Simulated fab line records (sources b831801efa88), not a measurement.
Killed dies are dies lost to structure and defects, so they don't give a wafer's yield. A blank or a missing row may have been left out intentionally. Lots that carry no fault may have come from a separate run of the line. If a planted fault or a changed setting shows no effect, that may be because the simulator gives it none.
Matching of chambers | flow sky130 | SKY_LI_CONTACT_CMP_02 on cmp-02 has 4 sister chambers
The step polishes PSG. 8 wafers are shown with their chamber, then 7 later ones without.

## EACH WAFER AND ITS CHAMBER
wafer  | chamber | motor_current_A (A) | time_to_endpoint_s (s)
L416.1 | 2       | 10.7                | 46
L429.4 | 3       | 10.0                | 35
L429.6 | 2       | 10.9                | 40
L436.1 | 1       | 12.0                | 31
L436.2 | 0       | 13.7                | 27
L436.4 | 3       | 10.2                | 35
L437.2 | 0       | 13.3                | 32
L437.3 | 1       | 12.6                | 36

## WAFERS WHOSE CHAMBER IS MISSING
wafer  | motor_current_A (A) | time_to_endpoint_s (s)
L437.6 | 13.6                | 30
L438.1 | 10.4                | 39
L438.3 | 12.4                | 27
L438.5 | 12.7                | 31
L439.2 | 10.2                | 35
L439.3 | 10.7                | 39
L439.4 | 12.4                | 32

## EACH ONE'S CHAMBER
wafer  | from the rows above     | in truth
L437.6 | 0                       | 0
L438.1 | can't be placed: 3 or 2 | 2
L438.3 | 1                       | 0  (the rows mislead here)
L438.5 | can't be placed: 1 or 0 | 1
L439.2 | 3                       | 3
L439.3 | can't be placed: 2 or 3 | 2
L439.4 | 1                       | 1
Correct placement for 3 of the 7. Not placeable from these rows: 3 (in 3, the candidates include the true chamber). 1 placed wrongly.
How it was worked out, from the rows above alone: a wafer's distance from a chamber is the root of the sum, over the readings, of the square of ((its reading less the chamber's mean) divided by the reading's scatter). The wafer belongs to the nearest chamber; if the next one is less than 2 further off, it can't be placed. The mean given for a chamber averages the wafers shown for that chamber. The scatter: the root of (the sum of the squares of (reading less its chamber's mean) over the shown wafers, divided by (wafers less chambers)).
